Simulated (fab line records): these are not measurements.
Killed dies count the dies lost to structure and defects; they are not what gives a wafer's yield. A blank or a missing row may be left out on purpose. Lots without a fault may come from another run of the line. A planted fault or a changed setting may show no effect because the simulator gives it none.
Chamber matching :: flow gf180mcu :: GF_SAB_CVD_00 on pecvd-01 has 3 sister chambers
The step deposits SiO2 from TEOS, target thk 50 nm, time 4.9302 s. 14 wafers are shown with their chamber, then 7 later ones without.

## WAFERS PAIRED WITH THEIR CHAMBERS
wafer: L797.1
chamber: 1
heaterPowerW (W): 582
heaterPowerOuterW (W): 341

wafer: L797.2
chamber: 2
heaterPowerW (W): 448
heaterPowerOuterW (W): 266

wafer: L797.4
chamber: 2
heaterPowerW (W): 458
heaterPowerOuterW (W): 272

wafer: L802.1
chamber: 0
heaterPowerW (W): 507
heaterPowerOuterW (W): 308

wafer: L802.5
chamber: 0
heaterPowerW (W): 522
heaterPowerOuterW (W): 315

wafer: L802.6
chamber: 2
heaterPowerW (W): 577
heaterPowerOuterW (W): 353

wafer: L803.2
chamber: 0
heaterPowerW (W): 610
heaterPowerOuterW (W): 383

wafer: L803.3
chamber: 0
heaterPowerW (W): 613
heaterPowerOuterW (W): 383

wafer: L803.5
chamber: 2
heaterPowerW (W): 552
heaterPowerOuterW (W): 361

wafer: L809.1
chamber: 2
heaterPowerW (W): 509
heaterPowerOuterW (W): 300

wafer: L809.2
chamber: 0
heaterPowerW (W): 524
heaterPowerOuterW (W): 316

wafer: L809.5
chamber: 0
heaterPowerW (W): 521
heaterPowerOuterW (W): 307

wafer: L815.1
chamber: 1
heaterPowerW (W): 606
heaterPowerOuterW (W): 382

wafer: L815.2
chamber: 2
heaterPowerW (W): 516
heaterPowerOuterW (W): 312

SIGNATURES (averages over the wafers above)
reading: heaterPowerW
chamber 0: 549.50
chamber 1: 594.00
chamber 2: 510.00
scatter within a chamber: 47.5

reading: heaterPowerOuterW
chamber 0: 335.33
chamber 1: 361.50
chamber 2: 310.67
scatter within a chamber: 37.7
Rule: distance of a wafer from a chamber = root of the sum over the readings of ((wafer's reading minus chamber's mean) / reading's scatter) squared. If the next closest chamber is less than 2 further off than the closest, the wafer can't be placed; otherwise it belongs to the closest. The scatter: take each reading less its chamber's mean, square it, sum over the shown wafers, divide by the number of wafers less the number of chambers, and take the root.

## WAFERS WITH NO CHAMBER GIVEN
wafer: L815.5
heaterPowerW (W): 623
heaterPowerOuterW (W): 374

wafer: L816.1
heaterPowerW (W): 587
heaterPowerOuterW (W): 353

wafer: L816.4
heaterPowerW (W): 581
heaterPowerOuterW (W): 368

wafer: L816.5
heaterPowerW (W): 558
heaterPowerOuterW (W): 357

wafer: L817.2
heaterPowerW (W): 594
heaterPowerOuterW (W): 368

wafer: L817.3
heaterPowerW (W): 569
heaterPowerOuterW (W): 354

wafer: L817.4
heaterPowerW (W): 569
heaterPowerOuterW (W): 360

## WHICH CHAMBER EACH WENT THROUGH
wafer: L815.5
from the rows above: can't be placed: 1 or 0
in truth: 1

wafer: L816.1
from the rows above: can't be placed: 1 or 0 or 2
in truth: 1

wafer: L816.4
from the rows above: can't be placed: 1 or 0 or 2
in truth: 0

wafer: L816.5
from the rows above: can't be placed: 0 or 1 or 2
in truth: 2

wafer: L817.2
from the rows above: can't be placed: 1 or 0
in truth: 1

wafer: L817.3
from the rows above: can't be placed: 1 or 0 or 2
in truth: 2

wafer: L817.4
from the rows above: can't be placed: 1 or 0 or 2
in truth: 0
0 of 7 placed correctly. From these rows, 7 cannot be placed; in 7 the true chamber is one of the candidates. Placed wrongly: 0.
